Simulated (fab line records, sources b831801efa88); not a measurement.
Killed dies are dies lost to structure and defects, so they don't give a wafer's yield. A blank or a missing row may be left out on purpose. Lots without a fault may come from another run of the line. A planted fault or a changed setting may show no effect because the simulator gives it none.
Which tool did it? | flow gf180mcu | 15 lots, 45 wafers sampled, at 4 steps of a route of 602

WHAT THE GAUGES READ, wafer by wafer
GF_PASSIVATION_BOW_MEAS_14. Usual: PASSIVATION_BOW 139 um, standard deviation 11.
lot  | measured     | on            | PASSIVATION_BOW (um) | flag
L121 | day 29 09:01 | film_metro-02 | 159 146 144          |
L122 | day 29 12:08 | film_metro-02 | 144 153 139          |
L123 | day 29 17:54 | film_metro-02 | 127 125 121          |
L124 | day 30 01:26 | film_metro-02 | 128 135 146          |
L125 | day 30 05:31 | film_metro-01 | 143 148 153          |
L126 | day 30 16:52 | film_metro-04 | 123 138 136          |
L127 | day 30 21:39 | film_metro-02 | 149 129 142          |
L128 | day 31 10:59 | film_metro-04 | 133 128 138          |
L129 | day 31 11:26 | film_metro-01 | 114 127 124          |
L136 | day 33 06:32 | film_metro-04 | 135 141 141          |
L138 | day 33 22:26 | film_metro-04 | 128 130 124          |
L139 | day 34 01:02 | film_metro-01 | 134 134 139          |
L141 | day 34 14:31 | film_metro-02 | 145 138 136          |
L142 | day 34 19:24 | film_metro-04 | 148 159 165          |
L143 | day 34 22:31 | film_metro-04 | 145 149 144          |

WHICH TOOL RAN EACH LOT (tool, then ch and the chambers of the sampled wafers, then the start)
lot  | GF_CONTACT_CVD_24             | GF_TOP_METAL_SPUTTER_02      | GF_PASSIVATION_CVD_02
L121 | cvd_w-02 ch 0,1, day 16 10:01 | pvd_sputter-01, day 27 14:37 | pecvd-04 ch 0,1,2, day 28 11:28
L122 | cvd_w-01 ch 1, day 16 14:53   | pvd_sputter-01, day 27 18:04 | pecvd-02 ch 0,2, day 28 15:20
L123 | cvd_w-02 ch 0,1, day 16 22:16 | pvd_sputter-01, day 27 23:54 | pecvd-01 ch 0,1, day 28 20:49
L124 | cvd_w-02 ch 0,1, day 17 08:23 | pvd_sputter-02, day 28 07:52 | pecvd-02 ch 0,1, day 29 04:25
L125 | cvd_w-02 ch 0,1, day 17 12:32 | pvd_sputter-04, day 28 13:15 | pecvd-01 ch 0,2, day 29 09:29
L126 | cvd_w-02 ch 0,1, day 18 01:16 | pvd_sputter-01, day 29 00:58 | pecvd-01 ch 0,2, day 29 21:21
L127 | cvd_w-02 ch 0,1, day 18 09:10 | pvd_sputter-04, day 29 05:31 | pecvd-01 ch 0,2, day 30 01:25
L128 | cvd_w-02 ch 1, day 18 23:59   | pvd_sputter-01, day 29 19:29 | pecvd-02 ch 1,2, day 30 14:48
L129 | cvd_w-02 ch 0,1, day 19 01:30 | pvd_sputter-02, day 29 20:21 | pecvd-04 ch 0,2, day 30 15:25
L136 | cvd_w-01 ch 0,1, day 21 17:20 | pvd_sputter-01, day 31 18:41 | pecvd-01 ch 0,1, day 32 12:03
L138 | cvd_w-02 ch 0,1, day 22 16:41 | pvd_sputter-01, day 32 12:25 | pecvd-02 ch 0,2, day 33 05:28
L139 | cvd_w-01 ch 0,1, day 22 21:16 | pvd_sputter-04, day 32 15:10 | pecvd-01 ch 1,2, day 33 07:36
L141 | cvd_w-02 ch 0,1, day 23 13:52 | pvd_sputter-01, day 33 05:08 | pecvd-04 ch 1,2, day 33 21:14
L142 | cvd_w-01 ch 0,1, day 23 23:58 | pvd_sputter-04, day 33 10:37 | pecvd-04 ch 0,1,2, day 34 02:36
L143 | cvd_w-01 ch 0,1, day 24 02:07 | pvd_sputter-01, day 33 12:38 | pecvd-02 ch 0,2, day 34 05:32
- GF_CONTACT_CVD_24: deposits W, target thk 300 nm, time 90.339 s.
- GF_TOP_METAL_SPUTTER_02: material AlCu, target thk 900 nm, time 47.82 s.
- GF_PASSIVATION_CVD_02: deposits Si3N4, target thk 700 nm, time 486.18 s.

WHAT THE TOOLS THEMSELVES READ (means of the sampled wafers that have a number; where no wafer has one, the mark that the record gives instead)
GF_CONTACT_CVD_24. Usual: heater_power_w 853 W, standard deviation 110.
lot  | tool     | heater_power_w (W) | flag
L121 | cvd_w-02 | 830                |
L122 | cvd_w-01 | 802                |
L123 | cvd_w-02 | 831                |
L124 | cvd_w-02 | 837                |
L125 | cvd_w-02 | 909                |
L126 | cvd_w-02 | 926                |
L127 | cvd_w-02 | 906                |
L128 | cvd_w-02 | 749                |
L129 | cvd_w-02 | 914                |
L136 | cvd_w-01 | 781                |
L138 | cvd_w-02 | 840                |
L139 | cvd_w-01 | 779                |
L141 | cvd_w-02 | 917                |
L142 | cvd_w-01 | 780                |
L143 | cvd_w-01 | 781                |

GF_TOP_METAL_SPUTTER_02. Usual: chamber_pressure_pa 0.3000 Pa, standard deviation 0.00059; throttle_valve_pct 30.3 %, standard deviation 1.2.
lot  | tool           | chamber_pressure_pa (Pa) | throttle_valve_pct (%) | flag
L121 | pvd_sputter-01 | 0.2999                   | 29.8                   |
L122 | pvd_sputter-01 | 0.2998                   | 30.0                   |
L123 | pvd_sputter-01 | 0.2998                   | 30.5                   |
L124 | pvd_sputter-02 | 0.3000                   | 31.7                   |
L125 | pvd_sputter-04 | 0.2998                   | 30.5                   |
L126 | pvd_sputter-01 | 0.3007                   | 28.9                   |
L127 | pvd_sputter-04 | 0.3000                   | 30.0                   |
L128 | pvd_sputter-01 | 0.3000                   | 29.4                   |
L129 | pvd_sputter-02 | 0.2999                   | 30.7                   |
L136 | pvd_sputter-01 | 0.2998                   | 30.8                   |
L138 | pvd_sputter-01 | 0.2999                   | 30.2                   |
L139 | pvd_sputter-04 | 0.2995                   | 30.4                   |
L141 | pvd_sputter-01 | 0.2996                   | 30.1                   |
L142 | pvd_sputter-04 | 0.2999                   | 30.8                   |
L143 | pvd_sputter-01 | 0.2996                   | 30.7                   |

GF_PASSIVATION_CVD_02. Usual: heater_power_w 718 W, standard deviation 100.
lot  | tool     | heater_power_w (W) | flag
L121 | pecvd-04 | 671                |
L122 | pecvd-02 | 719                |
L123 | pecvd-01 | 746                |
L124 | pecvd-02 | 855                |
L125 | pecvd-01 | 626                |
L126 | pecvd-01 | 695                |
L127 | pecvd-01 | 701                |
L128 | pecvd-02 | 787                |
L129 | pecvd-04 | 754                |
L136 | pecvd-01 | 795                |
L138 | pecvd-02 | 693                |
L139 | pecvd-01 | 671                |
L141 | pecvd-04 | 658                |
L142 | pecvd-04 | 686                |
L143 | pecvd-02 | 735                |

THE ANSWER, worked out from the rows above alone
Rule: a lot is off if the mean of its wafers that have a number lies more than 3 standard deviations from the usual mean. A lot without any number at a reading at which 4 lots or more have one is off too. The other lots that the step has rows for count as sound. The gauges are gone through in route order, then the tools' own readings, and for those a lot's mean is taken as printed above. The first step at which some lot is off is used, and at that step the reading that is off furthest; a lot without a number counts as furthest.
No lot is off at any reading shown: from this, nothing can be told.

WHAT THE SIMULATOR HAD PUT IN
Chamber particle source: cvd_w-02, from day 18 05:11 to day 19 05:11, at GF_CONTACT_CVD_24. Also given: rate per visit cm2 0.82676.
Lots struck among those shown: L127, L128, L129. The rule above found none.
